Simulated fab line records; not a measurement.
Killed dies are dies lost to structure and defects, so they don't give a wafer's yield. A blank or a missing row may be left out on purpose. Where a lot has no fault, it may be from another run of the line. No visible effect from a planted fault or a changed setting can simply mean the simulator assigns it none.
fab line records | flow sky130
[record] lots = 24 wafers = 72 lastDay = 50
route steps=708 shown CONTACT@409 METAL2@500 CAP2M@604 METAL5@665
lots that met no fault: taken from a fault-free run of the same line
startH: start of the lot's first displayed wafer, in hours after the record's first day | waitH: hours since the lot's step before | " identical to the entry in the row above | L1.1+2: a single row standing in for several wafers | - no value present, or no start provided | * or withheld: withheld | < > ~ a bound
route shown NAME@n: a module of which the file shows steps, and the number in the route of the first | usual: mean/standard deviation of fault-free wafers | same: alike in all rows | chamber/n: place in a boat | sites: readings site by site | _std_site: the standard deviation of these | _edge_site: outer sites' mean less inner sites' | radiusMm: how far each site lies from the wafer's centre | mask NAME#n: copy n | behind: the tool/chamber that last shaped the wafer | hold: why the lot was held/for how many hours/how that ended | device: names the non-switching transistor (n, p or np) | end of line: the route-end tests of the same wafers | for a step that has no rows: nothing shown but its recipe | killed: dies lost to structure and defects at the first sort, not the wafer's yield | map: dies across one wafer; x = killed, . = not, _ = none there
set.NAME: the run value of the setting; set.NAME@STEP: its run value at that earlier step | model.NAME: the simulator's own value behind a step, which no gauge read
the route's steps for a sample of lots (tables are steps, rows are wafers)
services: when a tool's chamber went out of use (startH, in hours from the record's first day, below 0 if earlier), for how many hours, and the reason
[[steps]]
[step SKY_CONTACT_THK_MEAS_03]
[recipe] reads = SiO2_of_CONTACT_HDPCVD_02
[usual] CONTACT_HDPCVD_THK = 564/6.1
// columns lot.wafer tool chamber startH waitH CONTACT_HDPCVD_THK[nm]
L074.2 filmMetro-01 - 698.27 0.0 562
L074.3 " - " " 566
L074.4 " - " " 566
L075.3 filmMetro-03 - 715.38 0.1 568
L075.5 " - " " 573
L075.6 " - " " 575
L076.1 filmMetro-03 - 721.53 0.2 564
L076.2 " - " " 561
L076.3 " - " " 561
L077.1 filmMetro-03 - 726.78 0.0 569
L077.3 " - " " 559
L077.6 " - " " 570
L078.1 filmMetro-01 - 730.82 0.0 567
L078.2 " - " " 560
L078.6 " - " " 565
L079.1 filmMetro-02 - 739.47 0.0 572
L079.4 " - " " 562
L079.6 " - " " 556
L080.1 filmMetro-01 - 758.12 0.0 565
L080.3 " - " " 555
L080.5 " - " " 556
L081.3 filmMetro-02 - 772.30 0.1 557
L081.4 " - " " 561
L081.6 " - " " 566
L082.1 filmMetro-01 - 792.21 0.0 566
L082.4 " - " " 565
L082.5 " - " " 564
L083.4 filmMetro-02 - 796.99 0.0 573
L083.5 " - " " 565
L083.6 " - " " 561
L085.2 filmMetro-03 - 801.91 0.0 564
L085.4 " - " " 562
L085.6 " - " " 564
L084.2 filmMetro-02 - 803.07 0.0 566
L084.5 " - " " 567
L084.6 " - " " 564
L086.1 filmMetro-03 - 807.47 0.0 562
L086.3 " - " " 559
L086.4 " - " " 556
L088.3 filmMetro-02 - 821.10 0.1 566
L088.5 " - " " 566
L088.6 " - " " 572
L087.1 filmMetro-01 - 827.85 0.0 557
L087.2 " - " " 555
L087.5 " - " " 561
L090.1 filmMetro-03 - 841.87 0.0 571
L090.3 " - " " 562
L090.4 " - " " 565
L089.1 filmMetro-03 - 842.16 0.0 564
L089.3 " - " " 564
L089.6 " - " " 552
L091.2 filmMetro-02 - 851.87 0.0 561
L091.5 " - " " 560
L091.6 " - " " 548
L092.4 filmMetro-03 - 852.88 0.0 568
L092.5 " - " " 563
L092.6 " - " " 570
L093.2 filmMetro-02 - 853.85 0.0 561
L093.5 " - " " 564
L093.6 " - " " 566
L095.1 filmMetro-02 - 864.69 0.0 556
L095.2 " - " " 555
L095.5 " - " " 558
L094.3 filmMetro-01 - 865.65 0.1 575
L094.4 " - " " 571
L094.5 " - " " 564
L096.1 filmMetro-03 - 874.08 0.0 557
L096.3 " - " " 563
L096.4 " - " " 559
L097.1 filmMetro-01 - 879.34 0.0 578
L097.3 " - " " 568
L097.4 " - " " 570
[step SKY_CONTACT_ETCH_16]
[recipe] chemistry = N2/H2 target = BARC ionEnergyEv = 200 sourceW = 500 biasW = 100 pressureMtorr = 30 n2FlowSccm = 100 h2FlowSccm = 200 stopOn = SiO2 timeS = 45.9 targetDepthA = 600
[usual] drypumpMotorCurrentA = 5.5/0.44 oesProductAu = 0.855/0.005 throttleValvePct = 13.224/0.0092
// columns lot.wafer tool chamber startH waitH drypumpMotorCurrentA oesProductAu rfHoursCounterH throttleValvePct
L074.2 rieDiel-04 0 726.72 0.0 4.7 0.858 5 13.247
L074.3 " 1 " " 5.8 0.851 3 13.213
L074.4 " 2 " " 5.3 0.855 52 13.228
L075.3 rieDiel-04 3 743.72 0.0 5.8 0.851 6 13.221
L075.5 " 1 " " 5.8 0.853 - 13.228
L075.6 " 3 " " 5.8 0.857 - 13.219
L076.1 rieDiel-03 3 748.87 0.0 5.4 0.857 33 13.245
L076.2 " 0 " " 6.3 0.857 16 13.214
L076.3 " 1 " " 5.6 0.848 14 13.218
L077.1 rieDiel-03 0 754.96 0.0 6.3 0.845 16 13.223
L077.3 " 2 " " 5.0 0.858 20 13.222
L077.6 " 0 " " 6.3 0.857 - 13.252
L078.1 rieDiel-01 1 758.59 0.0 5.6 0.851 15 13.220
L078.2 " 3 " " 5.3 0.852 6 13.223
L078.6 " 2 " " 5.6 0.855 - 13.228
L079.1 rieDiel-04 2 767.61 0.0 5.2 0.853 0 13.224
L079.4 " 3 " " 5.8 0.852 7 13.223
L079.6 " 0 " " 4.7 0.855 - 13.227
L080.1 rieDiel-04 0 785.26 0.0 4.7 0.858 7 13.225
L080.3 " 3 " " 5.8 0.860 7 13.239
L080.5 " 2 " " 5.3 0.856 - 13.211
L081.3 rieDiel-04 1 799.52 0.0 5.8 0.856 5 13.232
L081.4 " 3 " " 5.8 0.862 8 13.227
L081.6 " 3 " " 5.8 0.857 - 13.226
L082.1 rieDiel-03 2 819.57 0.0 4.9 0.859 22 13.229
L082.4 " 1 " " 5.7 0.847 - 13.222
L082.5 " 2 " " 4.9 0.859 - 13.217
L083.4 rieDiel-03 0 823.36 0.0 6.3 0.853 - 13.212
L083.5 " 1 " " 5.6 0.859 - 13.219
L083.6 " 2 " " 4.9 0.861 - 13.225
L085.2 rieDiel-03 0 828.07 0.0 6.3 0.857 18 13.228
L085.4 " 0 " " 6.3 0.858 - 13.237
L085.6 " 1 " " 5.7 0.861 - 13.220
L084.2 rieDiel-04 1 830.09 0.0 5.8 0.850 6 13.224
L084.5 " 0 " " 4.7 0.854 - 13.234
L084.6 " 1 " " 5.8 0.860 - 13.212
L086.1 rieDiel-04 0 833.87 0.0 4.7 0.852 8 13.213
L086.3 " 1 " " 5.8 0.859 6 13.220
L086.4 " 2 " " 5.2 0.865 2 13.207
L088.3 rieDiel-01 0 847.14 0.0 5.6 0.849 14 13.228
L088.5 " 3 " " 5.3 0.857 - 13.206
L088.6 " 2 " " 5.6 0.856 - 13.216
L087.1 rieDiel-01 2 853.97 0.0 5.6 0.854 22 13.217
L087.2 " 3 " " 5.3 0.854 10 13.224
L087.5 " 3 " " 5.3 0.857 - 13.234
L090.1 rieDiel-04 2 868.14 0.0 5.2 0.857 3 13.209
L090.3 " 1 " " 5.8 0.858 7 13.212
L090.4 " 3 " " 5.7 0.852 10 13.209
L089.1 rieDiel-01 1 868.49 0.0 5.6 0.845 19 13.219
L089.3 " 3 " " 5.3 0.852 10 13.211
L089.6 " 2 " " 5.6 0.856 - 13.228
L091.2 rieDiel-01 2 878.39 0.0 5.6 0.862 22 13.213
L091.5 " 1 " " 5.6 0.856 - 13.242
L091.6 " 2 " " 5.6 0.869 - 13.219
L092.4 rieDiel-01 2 879.64 0.0 5.6 0.856 22 13.221
L092.5 " 1 " " 5.6 0.862 - 13.237
L092.6 " 0 " " 5.6 0.857 - 13.217
L093.2 rieDiel-04 1 881.17 0.0 5.8 0.856 8 13.231
L093.5 " 0 " " 4.6 0.853 - 13.214
L093.6 " 1 " " 5.8 0.852 - 13.215
L095.1 rieDiel-04 0 891.52 0.0 4.7 0.849 10 13.231
L095.2 " 2 " " 5.3 0.848 4 13.238
L095.5 " 0 " " 4.7 0.866 - 13.219
L094.3 rieDiel-01 0 892.49 0.0 5.6 0.854 16 13.217
L094.4 " 3 " " 5.3 0.851 11 13.232
L094.5 " 2 " " 5.6 0.854 - 13.216
L096.1 rieDiel-04 1 901.12 0.0 5.8 0.859 9 13.222
L096.3 " 0 " " 4.7 0.857 11 13.224
L096.4 " 3 " " 5.8 0.868 11 13.217
L097.1 rieDiel-03 1 905.47 0.0 5.6 0.863 20 13.216
L097.3 " 2 " " 5.0 0.853 25 13.221
L097.4 " 3 " " 5.4 0.849 2 13.223
[step SKY_CONTACT_RS_MEAS_25]
[recipe] thkMeasGauge = four-point-probe reads = W_of_CONTACT_CVD_24+TiN_of_CONTACT_SPUTTER_23
[usual] CONTACT_W_RS = 0.338/0.0031
// columns lot.wafer tool chamber startH waitH CONTACT_W_RS[ohm/sq]
L074.2 filmMetro-01 - 727.65 0.1 0.333
L074.3 " - " " 0.339
L074.4 " - " " 0.335
L075.3 filmMetro-03 - 744.78 0.1 0.337
L075.5 " - " " 0.335
L075.6 " - " " 0.337
L076.1 filmMetro-02 - 750.11 0.1 0.336
L076.2 " - " " 0.337
L076.3 " - " " 0.341
L077.1 filmMetro-02 - 756.35 0.1 0.336
L077.3 " - " " 0.339
L077.6 " - " " 0.343
L078.1 filmMetro-01 - 759.92 0.1 0.336
L078.2 " - " " 0.341
L078.6 " - " " 0.336
L079.1 filmMetro-02 - 768.51 0.1 0.336
L079.4 " - " " 0.336
L079.6 " - " " 0.336
L080.1 filmMetro-03 - 786.16 0.1 0.340
L080.3 " - " " 0.339
L080.5 " - " " 0.334
L081.3 filmMetro-01 - 800.47 0.1 0.339
L081.4 " - " " 0.345
L081.6 " - " " 0.340
L082.1 filmMetro-02 - 820.46 0.1 0.334
L082.4 " - " " 0.332
L082.5 " - " " 0.340
L083.4 filmMetro-02 - 824.30 0.1 0.336
L083.5 " - " " 0.339
L083.6 " - " " 0.342
L085.2 filmMetro-02 - 828.99 0.1 0.338
L085.4 " - " " 0.340
L085.6 " - " " 0.338
L084.2 filmMetro-02 - 831.05 0.1 0.342
L084.5 " - " " 0.337
L084.6 " - " " 0.343
L086.1 filmMetro-02 - 834.79 0.1 0.337
L086.3 " - " " 0.334
L086.4 " - " " 0.335
L088.3 filmMetro-03 - 848.08 0.1 0.338
L088.5 " - " " 0.339
L088.6 " - " " 0.338
L087.1 filmMetro-02 - 854.87 0.1 0.339
L087.2 " - " " 0.339
L087.5 " - " " 0.342
L090.1 filmMetro-01 - 869.04 0.1 0.337
L090.3 " - " " 0.337
L090.4 " - " " 0.339
L089.1 filmMetro-03 - 869.39 0.1 0.338
L089.3 " - " " 0.338
L089.6 " - " " 0.338
L091.2 filmMetro-02 - 879.35 0.1 0.341
L091.5 " - " " 0.341
L091.6 " - " " 0.339
L092.4 filmMetro-02 - 880.64 0.1 0.337
L092.5 " - " " 0.332
L092.6 " - " " 0.340
L093.2 filmMetro-03 - 882.15 0.1 0.334
L093.5 " - " " 0.336
L093.6 " - " " 0.334
L095.1 filmMetro-01 - 892.42 0.1 0.340
L095.2 " - " " 0.336
L095.5 " - " " 0.336
L094.3 filmMetro-02 - 893.43 0.1 0.335
L094.4 " - " " 0.341
L094.5 " - " " 0.334
L096.1 filmMetro-02 - 902.02 0.1 0.333
L096.3 " - " " 0.339
L096.4 " - " " 0.335
L097.1 filmMetro-02 - 906.37 0.1 0.342
L097.3 " - " " 0.335
L097.4 " - " " 0.338
[step SKY_METAL2_DESCUM_17]
[recipe] chemistry = O2 sourcePowerW = 150 biasPowerW = 0 pressureMtorr = 10 tempC = 40 timeS = 8
[usual] drypumpMotorCurrentA = 5.89/0.17 oesProductAu = 1.000/0.0094
// columns lot.wafer tool chamber startH waitH drypumpMotorCurrentA oesProductAu rfHoursCounterH
L074.2 rieMetal-01 0 812.70 0.0 6.03 1.012 5
L074.3 " 0 " " 6.05 1.001 -
L074.4 " 1 " " 5.72 0.998 -
L075.3 rieMetal-01 1 827.43 0.0 5.74 1.010 -
L075.5 " 1 " " 5.76 1.000 -
L075.6 " 0 " " 6.03 1.010 -
L076.1 rieMetal-01 0 833.05 0.0 6.03 1.015 6
L076.2 " 1 " " 5.72 1.011 17
L076.3 " 0 " " 6.03 1.012 -
L077.1 rieMetal-01 1 839.22 0.0 5.74 1.002 17
L077.3 " 1 " " 5.73 0.993 -
L077.6 " 0 " " 6.02 0.998 -
L078.1 rieMetal-01 0 842.25 0.0 6.02 1.000 6
L078.2 " 1 " " 5.73 1.004 17
L078.6 " 0 " " 6.00 0.993 -
L079.1 rieMetal-03 0 852.59 0.0 5.78 0.992 14
L079.4 " 0 " " 5.76 0.997 -
L079.6 " 0 " " 5.76 1.007 -
L080.1 rieMetal-01 0 868.35 0.0 6.06 1.009 8
L080.3 " 0 " " 6.05 1.001 -
L080.5 " 0 " " 6.05 1.003 -
L081.3 rieMetal-02 0 881.91 0.0 6.18 1.007 -
L081.4 " 1 " " 5.87 0.988 -
L081.6 " 1 " " 5.87 0.983 -
L082.1 rieMetal-01 0 902.80 0.0 6.02 0.999 10
L082.4 " 0 " " 6.03 0.999 -
L082.5 " 0 " " 6.04 1.003 -
L083.4 rieMetal-02 1 907.00 0.0 5.84 0.975 -
L083.5 " 1 " " 5.86 0.984 -
L083.6 " 1 " " 5.86 0.976 -
L085.2 rieMetal-03 1 911.41 0.0 5.69 0.991 -
L085.4 " 1 " " 5.71 0.995 -
L085.6 " 1 " " 5.70 0.990 -
L084.2 rieMetal-02 0 912.59 0.0 6.19 1.007 8
L084.5 " 0 " " 6.20 1.020 -
L084.6 " 1 " " 5.86 0.999 -
L086.1 rieMetal-03 1 915.74 0.0 5.71 1.006 1
L086.3 " 1 " " 5.73 1.003 -
L086.4 " 1 " " 5.72 1.004 -
L088.3 rieMetal-03 0 928.90 0.0 5.76 1.005 -
L088.5 " 1 " " 5.68 0.998 -
L088.6 " 0 " " 5.74 0.994 -
L087.1 rieMetal-02 0 936.42 0.0 6.20 0.998 9
L087.2 " 1 " " 5.86 0.997 18
L087.5 " 0 " " 6.19 1.004 -
L090.1 rieMetal-03 1 948.09 0.0 5.69 0.999 3
L090.3 " 1 " " 5.70 0.991 -
L090.4 " 0 " " 5.76 1.004 -
L089.1 rieMetal-02 0 948.90 0.0 6.17 1.010 10
L089.3 " 1 " " 5.85 0.984 -
L089.6 " 1 " " 5.88 0.979 -
L091.2 rieMetal-02 0 957.59 0.0 6.19 1.004 10
L091.5 " 1 " " 5.84 0.988 -
L091.6 " 0 " " 6.18 1.011 -
L092.4 rieMetal-03 0 958.35 0.0 5.76 1.003 -
L092.5 " 1 " " 5.69 1.002 -
L092.6 " 0 " " 5.78 1.010 -
L093.2 rieMetal-01 1 961.65 0.0 5.73 1.009 2
L093.5 " 0 " " 6.03 1.003 -
L093.6 " 1 " " 5.73 1.006 -
L095.1 rieMetal-02 0 970.54 0.0 6.17 1.004 11
L095.2 " 1 " " 5.83 0.987 19
L095.5 " 1 " " 5.84 0.975 -
L094.3 rieMetal-03 1 972.35 0.0 5.71 1.000 -
L094.4 " 0 " " 5.77 1.010 -
L094.5 " 0 " " 5.76 0.996 -
L096.1 rieMetal-01 0 979.04 0.0 5.99 1.001 16
L096.3 " 0 " " 6.01 1.016 -
L096.4 " 0 " " 5.99 1.002 -
L097.1 rieMetal-01 0 981.55 0.0 6.03 1.005 16
L097.3 " 0 " " 6.03 1.006 -
L097.4 " 0 " " 6.04 1.010 -
[step SKY_CAP2M_THK_MEAS_01]
[recipe] reads = SiO2_of_CAP2M_CVD_00
[usual] CAP2M_CVD_00_THK = 15.45/0.21
// columns lot.wafer tool chamber startH waitH CAP2M_CVD_00_THK[nm]
L074.2 filmMetro-02 - 921.72 - 15.51
L074.3 " - " " 15.42
L074.4 " - " " 15.63
L075.3 filmMetro-02 - 938.41 - 14.96
L075.5 " - " " 15.28
L075.6 " - " " 15.47
L076.1 filmMetro-02 - 941.84 - 15.30
L076.2 " - " " 15.08
L076.3 " - " " 15.29
L077.1 filmMetro-04 - 946.65 - 15.33
L077.3 " - " " 15.19
L077.6 " - " " 15.45
L078.1 filmMetro-03 - 951.25 - 15.52
L078.2 " - " " 15.54
L078.6 " - " " 15.70
L079.1 filmMetro-02 - 961.08 - 15.41
L079.4 " - " " 15.57
L079.6 " - " " 15.76
L080.1 filmMetro-04 - 973.91 - 15.17
L080.3 " - " " 15.10
L080.5 " - " " 15.28
L081.3 filmMetro-04 - 986.48 - 15.36
L081.4 " - " " 15.51
L081.6 " - " " 15.56
L082.1 filmMetro-04 - 1005.94 - 15.19
L082.4 " - " " 15.84
L082.5 " - " " 15.71
L083.4 filmMetro-02 - 1009.65 - 15.97
L083.5 " - " " 15.43
L083.6 " - " " 15.92
L085.2 filmMetro-02 - 1015.25 - 15.12
L085.4 " - " " 15.54
L085.6 " - " " 15.30
L084.2 filmMetro-04 - 1015.26 - 15.16
L084.5 " - " " 15.84
L084.6 " - " " 15.37
L086.1 filmMetro-03 - 1018.45 - 15.00
L086.3 " - " " 15.26
L086.4 " - " " 15.58
L088.3 filmMetro-04 - 1029.22 - 15.50
L088.5 " - " " 15.49
L088.6 " - " " 15.46
L087.1 filmMetro-02 - 1037.45 - 15.14
L087.2 " - " " 15.17
L087.5 " - " " 15.27
L090.1 filmMetro-04 - 1047.45 - 15.64
L090.3 " - " " 15.46
L090.4 " - " " 15.73
L089.1 filmMetro-03 - 1049.14 - 15.41
L089.3 " - " " 15.56
L089.6 " - " " 15.61
L091.2 filmMetro-04 - 1055.27 - 15.13
L091.5 " - " " 15.42
L091.6 " - " " 15.45
L092.4 filmMetro-04 - 1056.62 - 15.47
L092.5 " - " " 15.69
L092.6 " - " " 15.83
L093.2 filmMetro-03 - 1060.20 - 15.29
L093.5 " - " " 15.74
L093.6 " - " " 15.76
L095.1 filmMetro-03 - 1065.65 - 15.31
L095.2 " - " " 15.45
L095.5 " - " " 15.56
L094.3 filmMetro-04 - 1068.40 - 15.34
L094.4 " - " " 15.61
L094.5 " - " " 15.81
L096.1 filmMetro-04 - 1075.27 - 15.53
L096.3 " - " " 15.40
L096.4 " - " " 15.70
L097.1 filmMetro-02 - 1076.33 - 15.11
L097.3 " - " " 15.08
L097.4 " - " " 15.41
[step SKY_METAL5_SPUTTER_04]
[recipe] material = TiN targetThkNm = 70 powerW = 6500 timeS = 58.3 chamberPressurePa = 0.4
[usual] throttleValvePct = 29.9/1
// columns lot.wafer tool chamber startH waitH throttleValvePct
L074.2 pvdSputter-04 - 996.70 0.0 30.4
L074.3 " - " " 31.1
L074.4 " - " " 29.6
L075.3 pvdSputter-01 - 1013.73 0.0 29.3
L075.5 " - " " 28.1
L075.6 " - " " 29.4
L076.1 pvdSputter-04 - 1016.57 0.0 29.4
L076.2 " - " " 30.5
L076.3 " - " " 29.5
L077.1 pvdSputter-04 - 1019.16 0.0 29.4
L077.3 " - " " 30.3
L077.6 " - " " 31.2
L078.1 pvdSputter-02 - 1025.22 0.0 29.1
L078.2 " - " " 29.7
L078.6 " - " " 29.8
L079.1 pvdSputter-04 - 1034.11 0.0 29.6
L079.4 " - " " 30.9
L079.6 " - " " 30.0
L080.1 pvdSputter-01 - 1047.09 0.0 29.4
L080.3 " - " " 29.4
L080.5 " - " " 29.3
L081.3 pvdSputter-04 - 1056.74 0.0 29.4
L081.4 " - " " 29.8
L081.6 " - " " 31.2
L082.1 pvdSputter-01 - 1075.87 0.0 27.9
L082.4 " - " " 28.5
L082.5 " - " " 29.1
L083.4 pvdSputter-02 - 1078.21 0.0 32.0
L083.5 " - " " 31.9
L083.6 " - " " 29.0
L084.2 pvdSputter-02 - 1083.17 0.0 28.6
L084.5 " - " " 32.0
L084.6 " - " " 31.5
L085.2 pvdSputter-01 - 1083.77 0.0 28.2
L085.4 " - " " 28.4
L085.6 " - " " 28.3
L086.1 pvdSputter-04 - 1086.09 0.0 29.7
L086.3 " - " " 30.6
L086.4 " - " " 29.3
L088.3 pvdSputter-04 - 1097.16 0.0 30.9
L088.5 " - " " 29.7
L088.6 " - " " 30.3
L087.1 pvdSputter-04 - 1103.12 0.0 29.7
L087.2 " - " " 31.5
L087.5 " - " " 30.5
L090.1 pvdSputter-02 - 1113.85 0.0 31.9
L090.3 " - " " 29.0
L090.4 " - " " 31.2
L089.1 pvdSputter-04 - 1114.70 0.0 29.4
L089.3 " - " " 30.2
L089.6 " - " " 29.8
L091.2 pvdSputter-01 - 1118.30 0.0 27.9
L091.5 " - " " 28.6
L091.6 " - " " 27.8
L092.4 pvdSputter-04 - 1118.60 0.0 31.3
L092.5 " - " " 30.5
L092.6 " - " " 29.6
L093.2 pvdSputter-04 - 1129.61 0.0 29.9
L093.5 " - " " 29.8
L093.6 " - " " 31.1
L095.1 pvdSputter-02 - 1131.77 0.0 29.7
L095.2 " - " " 31.7
L095.5 " - " " 28.9
L094.3 pvdSputter-04 - 1135.24 0.0 29.8
L094.4 " - " " 30.9
L094.5 " - " " 29.5
L097.1 pvdSputter-02 - 1138.35 0.0 29.6
L097.3 " - " " 32.1
L097.4 " - " " 31.1
L096.1 pvdSputter-04 - 1139.69 0.0 30.6
L096.3 " - " " 29.4
L096.4 " - " " 31.4
[[services]]
// columns tool chamber startH hours kind
rieMetal-03 - 704.44 28.1 pm
rieDiel-01 0 724.23 4.6 repair
rieMetal-03 1 751.98 2.3 repair
rieDiel-01 0 755.48 6.9 repair
rieMetal-02 1 777.16 13.6 repair
rieMetal-03 1 779.25 5.1 repair
rieDiel-04 3 803.55 4.1 repair
rieDiel-01 0 812.97 10.6 repair
rieDiel-04 2 824.76 8.5 repair
rieMetal-03 1 825.27 60.9 repair
rieDiel-04 - 845.58 2.8 pm
rieMetal-01 1 857.00 50.2 repair
rieMetal-01 0 881.27 10.1 repair
rieMetal-01 - 889.70 2.7 repair
pvdSputter-04 - 917.42 2.3 repair
rieMetal-01 1 976.91 5.8 repair
rieMetal-01 1 1002.51 6.5 repair
rieDiel-04 0 1005.22 51.0 repair
rieMetal-01 - 1011.18 1.9 repair
pvdSputter-04 - 1058.00 7.9 repair
rieMetal-01 - 1058.47 14.6 pm
rieDiel-04 3 1064.51 36.6 repair
pvdSputter-04 - 1088.79 6.6 repair
rieMetal-01 - 1133.20 1.4 pm
[[key]]
fault none
